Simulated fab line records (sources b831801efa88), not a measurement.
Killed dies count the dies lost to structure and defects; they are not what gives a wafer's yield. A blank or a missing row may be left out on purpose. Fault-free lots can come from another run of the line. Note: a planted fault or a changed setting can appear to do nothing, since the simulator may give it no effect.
Which of the tools did it? -- flow gf180mcu -- 13 lots, 39 wafers sampled, at 4 steps of a route of 602

## WHAT THE GAUGES READ, wafer by wafer
GF_VT_IMPLANT_RS_MEAS_47: uses a four-point probe to measure. Usual: NWELL_RS 488.4 ohm/sq, standard deviation 1.2.
lot,measured,on,NWELL_RS (ohm/sq),flag
L803,day 7 11:28,filmMetro-01,486.8 487.6 486.6,
L804,day 7 18:40,filmMetro-03,490.3 489.4 489.9,
L813,day 10 15:19,filmMetro-04,490.6 489.5 489.6,
L814,day 11 02:12,filmMetro-03,488.8 486.5 488.0,
L815,day 11 03:46,filmMetro-04,487.2 489.1 490.4,
L816,day 11 07:52,filmMetro-04,490.3 487.7 489.9,
L817,day 11 13:07,filmMetro-03,489.8 489.2 488.9,
L819,day 12 02:07,filmMetro-04,487.8 487.6 486.4,
L818,day 12 02:42,filmMetro-04,487.8 489.6 488.9,
L820,day 12 09:34,filmMetro-04,487.1 488.6 485.7,
L821,day 12 12:33,filmMetro-04,489.3 487.9 487.6,
L823,day 13 02:56,filmMetro-04,490.2 488.4 490.5,
L826,day 14 08:55,filmMetro-01,487.7 488.2 487.6,

GF_CONTACT_THK_MEAS_26: measures by xrf. Usual: CONTACT_W_THK 307 nm, standard deviation 5.7.
lot,measured,on,CONTACT_W_THK (nm),flag
L803,day 16 03:10,filmMetro-01,302 300 299,
L804,day 16 06:28,filmMetro-04,319 314 312,
L813,day 20 03:41,filmMetro-04,315 315 311,
L814,day 20 15:52,filmMetro-04,307 309 308,
L815,day 20 20:40,filmMetro-03,300 299 301,
L816,day 21 02:08,filmMetro-03,297 307 306,
L817,day 21 06:58,filmMetro-01,305 309 302,
L819,day 22 01:23,filmMetro-03,301 311 302,
L818,day 22 05:52,filmMetro-03,307 300 306,
L820,day 22 10:45,filmMetro-03,300 302 300,
L821,day 22 13:53,filmMetro-03,302 297 298,
L823,day 23 05:07,filmMetro-04,309 317 308,
L826,day 24 11:10,filmMetro-03,309 299 305,

## TOOL THAT RAN EACH LOT (tool first, then ch and the chambers of the sampled wafers, then the start)
lot,GF_LVPWELL_STRIP_10,GF_SALICIDE_RTA_06
L803,"plasmaAsher-01 ch 0,1, day 3 21:50","rtpAnneal-01 ch 0, day 15 03:02"
L804,"plasmaAsher-04 ch 0,1, day 4 03:05","rtpAnneal-02 ch 0, day 15 06:56"
L813,"plasmaAsher-01 ch 0,1, day 6 13:05","rtpAnneal-02 ch 0, day 19 01:42"
L814,"plasmaAsher-01 ch 0,1, day 6 21:44","rtpAnneal-02 ch 0, day 19 13:22"
L815,"plasmaAsher-04 ch 0, day 6 22:05","rtpAnneal-01 ch 0, day 19 18:45"
L816,"plasmaAsher-03 ch 0,1, day 7 01:50","rtpAnneal-01 ch 0, day 20 00:14"
L817,"plasmaAsher-04 ch 0,1, day 7 06:35","rtpAnneal-01 ch 0, day 20 05:07"
L819,"plasmaAsher-03 ch 0,1, day 7 15:13","rtpAnneal-01 ch 0, day 20 23:29"
L818,"plasmaAsher-03 ch 1, day 7 16:13","rtpAnneal-02 ch 0, day 21 04:11"
L820,"plasmaAsher-04 ch 0,1, day 7 22:38","rtpAnneal-01 ch 0, day 21 09:14"
L821,"plasmaAsher-04 ch 0,1, day 8 01:36","rtpAnneal-02 ch 0, day 21 12:40"
L823,"plasmaAsher-03 ch 0,1, day 8 13:44","rtpAnneal-02 ch 0, day 22 04:17"
L826,"plasmaAsher-03 ch 0,1, day 9 12:43","rtpAnneal-02 ch 0, day 23 10:16"
- GF_LVPWELL_STRIP_10: strips in O2/N2.
- GF_SALICIDE_RTA_06: time 30 s.

## WHAT THE TOOLS THEMSELVES READ (means of the sampled wafers that have a number; where no wafer has one, the mark that the record gives instead)
GF_LVPWELL_STRIP_10. Usual: chamberPressureMTorr 1499.9 mTorr, standard deviation 1.5; drypumpMotorCurrentA 5.7 A, standard deviation 0.53; heaterPowerW 326 W, standard deviation 24; oesProductAu 0.722 a.u., standard deviation 0.0047; platenTempC 249.99 C, standard deviation 0.18; stripTimeToEndpointS 36.99 s, standard deviation 0.1.
lot,tool,chamberPressureMTorr (mTorr),drypumpMotorCurrentA (A),heaterPowerW (W),oesProductAu (a.u.),platenTempC (C),stripTimeToEndpointS (s),flag
L803,plasmaAsher-01,1500.9,5.1,349,0.720,250.22,36.98,
L804,plasmaAsher-04,1500.2,5.8,330,0.722,250.05,36.87,
L813,plasmaAsher-01,1201.1,5.1,346,0.687,249.83,40.06,OFF
L814,plasmaAsher-01,1198.7,5.1,349,0.685,249.81,39.90,OFF
L815,plasmaAsher-04,1500.4,5.3,313,0.720,249.96,36.96,
L816,plasmaAsher-03,1499.7,5.8,308,0.723,249.95,37.01,
L817,plasmaAsher-04,1501.2,5.6,326,0.719,249.95,36.90,
L819,plasmaAsher-03,1501.1,5.8,308,0.726,250.14,36.94,
L818,plasmaAsher-03,1499.3,6.4,336,0.722,249.99,37.07,
L820,plasmaAsher-04,1501.6,5.6,316,0.724,250.11,36.91,
L821,plasmaAsher-04,1500.5,5.6,324,0.715,250.07,37.07,
L823,plasmaAsher-03,1500.1,6.1,324,0.723,250.05,37.21,
L826,plasmaAsher-03,1501.0,6.1,324,0.721,250.05,36.89,

GF_SALICIDE_RTA_06. Usual: chamberO2Ppm 1.993, standard deviation 0.022; lampPowerPct 5.7 %, standard deviation 1.1; wafer_temp_C_max 531.9, standard deviation 0.52.
lot,tool,chamberO2Ppm,lampPowerPct (%),wafer_temp_C_max,flag
L803,rtpAnneal-01,1.997,6.9,531.5,
L804,rtpAnneal-02,1.991,4.6,532.5,
L813,rtpAnneal-02,1.974,4.6,532.3,
L814,rtpAnneal-02,1.982,4.6,532.1,
L815,rtpAnneal-01,1.957,6.9,531.6,
L816,rtpAnneal-01,1.999,6.9,531.3,
L817,rtpAnneal-01,2.008,6.9,532.0,
L819,rtpAnneal-01,1.954,6.9,531.6,
L818,rtpAnneal-02,1.981,4.6,532.4,
L820,rtpAnneal-01,1.988,6.9,532.0,
L821,rtpAnneal-02,1.996,4.6,531.7,
L823,rtpAnneal-02,2.000,4.6,531.6,
L826,rtpAnneal-02,2.003,4.6,532.0,

## THE ANSWER, worked out from the rows above alone
Rule: lot off if the mean of its wafers having a number is beyond 3 standard deviations from the usual mean. A lot without any number at a reading at which 4 lots or more have one is off too. The other lots that the step has rows for count as sound. First the gauges in route order, then the tools' own readings, where a lot's mean is used as printed above. The first step at which some lot is off is used, and at that step the reading that is off furthest; a lot without a number counts as furthest.
Off: L813, L814, at GF_LVPWELL_STRIP_10 (chamberPressureMTorr).
A tool fits if, at that step or a process step before it, it ran every lot that is off, and no sound lot after the first of them. One candidate fits, namely plasmaAsher-01 at GF_LVPWELL_STRIP_10. A fault onset in the window from L803 (day 3 21:50, its last sound lot) to L813 (day 6 13:05, its first lot off) fits.
The tool's own readings at GF_LVPWELL_STRIP_10 bear it out: on the lots that are off they differ by more than 5 times the standard deviation of the sound lots' means. chamberPressureMTorr reads 1199.9 mTorr there against 1500.5 mTorr on the sound lots; oesProductAu reads 0.686 a.u. there against 0.721 a.u. on the sound lots; stripTimeToEndpointS reads 39.98 s there against 36.98 s on the sound lots.

## WHAT THE SIMULATOR PUT IN
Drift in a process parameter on plasmaAsher-01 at GF_LVPWELL_STRIP_10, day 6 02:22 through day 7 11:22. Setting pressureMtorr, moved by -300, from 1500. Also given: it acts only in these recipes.
Struck lots among those shown: L813, L814. The same result came from the rule above.
